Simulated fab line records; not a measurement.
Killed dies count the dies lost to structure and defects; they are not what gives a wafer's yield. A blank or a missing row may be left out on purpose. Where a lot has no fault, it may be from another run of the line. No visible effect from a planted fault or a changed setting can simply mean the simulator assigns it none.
A lot that was struck, set against a sound lot + flow sky130 + 33 out of 708 route steps
Sound: wafers L321.3, L321.5, L321.6. The struck wafers were L319.2, L319.4, L319.5. The cause is given at the end.
Each step with rows lists, per side, the tool, then ch with its chambers, then its first start. Under that, the readings that differ: sound wafers + struck wafers + difference of the means + sigmas: that difference in standard deviations of wafers without a fault.
alike: same words and numbers on both sides, and readings whose means sit less than 2 such deviations apart. not compared: any withheld reading, any reading some wafer has no value for, any bound like >300 that may hide the same value, and any number with overlapping values for which the record gives no deviation.
A row with sigmas, a row that says differs or no value, or rows on one side alone: a step with any of these is where the two part. Numbers that don't overlap but have no deviation are shown without sigmas and don't part them. Lack of a reading on every wafer of one side parts them only where that side has two or more wafers.

first, 4 steps without rows for these wafers: SKY_LOCAL_INTERCONNECT_SOFTBAKE_07 (time 90 s); SKY_LOCAL_INTERCONNECT_EXPOSE_08 (exposes mask LI1M, target cd 170 nm); SKY_LOCAL_INTERCONNECT_PEB_09; SKY_LOCAL_INTERCONNECT_DEVELOP_10 (develop time 60 s).
SKY_LOCAL_INTERCONNECT_CD_MEAS_11: target cd 170 nm.
  struck on cdSem-01, day 32 02:44; sound on cdSem-01, day 33 00:55
  alike: cdNm
SKY_LOCAL_INTERCONNECT_OVL_MEAS_12:
  struck on overlay-01, day 32 02:51; sound on overlay-01, day 33 01:01
  alike: LOCAL_INTERCONNECT_OVL
SKY_LOCAL_INTERCONNECT_ETCH_13: etches BARC in N2/H2, stops on SiO2, time 45.9 s, target depth 60 nm.
  sound on rieMetal-01 ch 0,1, day 33 01:03; struck on rieMetal-03 ch 1, day 32 02:53
  alike: drypumpMotorCurrentA, oesProductAu, throttleValvePct
  not compared: rfHoursCounterH
SKY_LOCAL_INTERCONNECT_METAL_ETCH_14: etches TiN in Cl2/BCl3, stops on PSG, target depth 110 nm, time 31.4 s.
  sound on rieMetal-01 ch 0,1, day 33 01:07; struck on rieMetal-03 ch 1, day 32 02:56
  alike: drypumpMotorCurrentA, oesProductAu, throttleValvePct
  not compared: rfHoursCounterH
then, 4 steps without rows for these wafers: SKY_LOCAL_INTERCONNECT_STRIP_15 (strips in O2/N2); SKY_LOCAL_INTERCONNECT_STRIP_16 (strips in post etch residue remover, time 1200 s); SKY_LOCAL_INTERCONNECT_CLEAN_17 (cleans in IPA, time 180 s); SKY_LOCAL_INTERCONNECT_CLEAN_18 (cleans in O3/DIW).
SKY_CONTACT_CVD_00: deposits Si3N4, target thk 75 nm.
  sound on pecvd-03 ch 0,2, day 33 01:46; struck on pecvd-02 ch 0,2, day 32 03:00
  alike: heaterPowerOuterW, heaterPowerW
SKY_CONTACT_THK_MEAS_01:
  struck on filmMetro-02, day 32 03:52; sound on filmMetro-02, day 33 01:50
| reading                 | sound          | struck            | difference | sigmas |
|-------------------------|----------------|-------------------|------------|--------|
| CONTACT_CVD_00_THK (nm) | 76.1 76.7 77.5 | 148.0 152.7 150.9 | +73.8      | +74    |
then, 1 step without rows for these wafers: SKY_CONTACT_HDPCVD_02 (deposits SiO2, target thk 565 nm, time 94.2 s).
SKY_CONTACT_THK_MEAS_03:
  struck on filmMetro-01, day 32 04:00; sound on filmMetro-01, day 33 01:58
  alike: CONTACT_HDPCVD_THK
SKY_CONTACT_CMP_04: polishes SiO2.
  sound on cmp-01 ch 0,2,3, day 33 02:09; struck on cmp-01 ch 0,2,3, day 32 04:06
  alike: motorCurrentA, timeToEndpointS
SKY_CONTACT_BOW_MEAS_05:
  struck on filmMetro-02, day 32 04:22; sound on filmMetro-01, day 33 02:20
  alike: CONTACT_BOW
then, 8 steps without rows for these wafers: SKY_CONTACT_DEHYDRATE_06 (time 60 s); SKY_CONTACT_HMDS_07 (prime time 60 s); SKY_CONTACT_COAT_08 (resist thk 60 nm); SKY_CONTACT_COAT_09 (resist thk 450 nm); SKY_CONTACT_SOFTBAKE_10 (time 90 s); SKY_CONTACT_EXPOSE_11 (exposes mask CTM1, target cd 170 nm); SKY_CONTACT_PEB_12; SKY_CONTACT_DEVELOP_13 (develop time 60 s).
SKY_CONTACT_CD_MEAS_14: target cd 170 nm.
  struck on cdSem-02, day 33 07:35; sound on cdSem-02, day 34 05:08
| reading   | sound             | struck            | difference | sigmas |
|-----------|-------------------|-------------------|------------|--------|
| cdNm (nm) | 172.5 173.3 173.7 | 165.6 166.1 168.0 | -6.6       | -3     |
SKY_CONTACT_OVL_MEAS_15:
  struck on overlay-02, day 33 07:42; sound on overlay-01, day 34 05:13
  alike: CONTACT_OVL
SKY_CONTACT_ETCH_16: etches BARC in N2/H2, stops on SiO2, time 45.9 s, target depth 60 nm.
  sound on rieDiel-04 ch 1,2,3, day 34 05:15; struck on rieDiel-02 ch 1,3, day 33 07:44
  alike: drypumpMotorCurrentA, oesProductAu, throttleValvePct
  not compared: rfHoursCounterH
SKY_CONTACT_ETCH_17: etches SiO2 in C4F8/O2/Ar, stops on Si3N4, target depth 340 nm.
  sound on rieDiel-04 ch 1,2,3, day 34 05:17; struck on rieDiel-02 ch 1,3, day 33 07:46
  alike: oesProductAu
SKY_CONTACT_ETCH_18: etches Si3N4 in CHF3/O2, stops on TiN, time 39 s, target depth 75 nm.
  sound on rieDiel-04 ch 1,2,3; struck on rieDiel-02 ch 1,3
| reading                 | sound             | struck            | difference | sigmas |
|-------------------------|-------------------|-------------------|------------|--------|
| oesProductAu (a.u.)     | 0.866 0.871 0.869 | 0.994 1.013 1.012 | +0.138     | +17    |
| throttleValvePct (%)    | 8.792 8.806 8.787 | 8.824 8.840 8.814 | +0.031     | +3     |
| model.etch.depthNm (nm) | 76.18 76.74 77.53 | 97.12 98.45 99.16 | +21.43     |        |
  alike: drypumpMotorCurrentA
  not compared: rfHoursCounterH
then, 1 step without rows for these wafers: SKY_CONTACT_STRIP_19 (strips in O2/N2).
-- the record jumps here: 14 days lie between the struck wafers' starts before and after (it left off in module CONTACT and takes up again in module PAD_OPEN, whose first step shown is number 708 of the route) --
SKY_PAD_OPEN_PROBE_99:
  struck on prober-01, day 47 05:10; sound on prober-01, day 48 00:12
| reading          | sound     | struck      | difference | sigmas |
|------------------|-----------|-------------|------------|--------|
| killedAtContacts | 17 28 27  | 421 427 429 | +402       | +72    |
| killedDies       | 70 100 78 | 492 492 492 | +409       | +41    |
| killedOnRim      | 14 24 16  | 96 96 96    | +78        | +19    |
  alike: killed_at_M0_to_M3, killed_at_M4_up, killedAtFrontEnd, killedAtOther, killedOpen, killedShort

WHERE THEY PART
Last at SKY_PAD_OPEN_PROBE_99 as far as this record goes, first at SKY_CONTACT_THK_MEAS_01.

WHY: what the simulator had put in
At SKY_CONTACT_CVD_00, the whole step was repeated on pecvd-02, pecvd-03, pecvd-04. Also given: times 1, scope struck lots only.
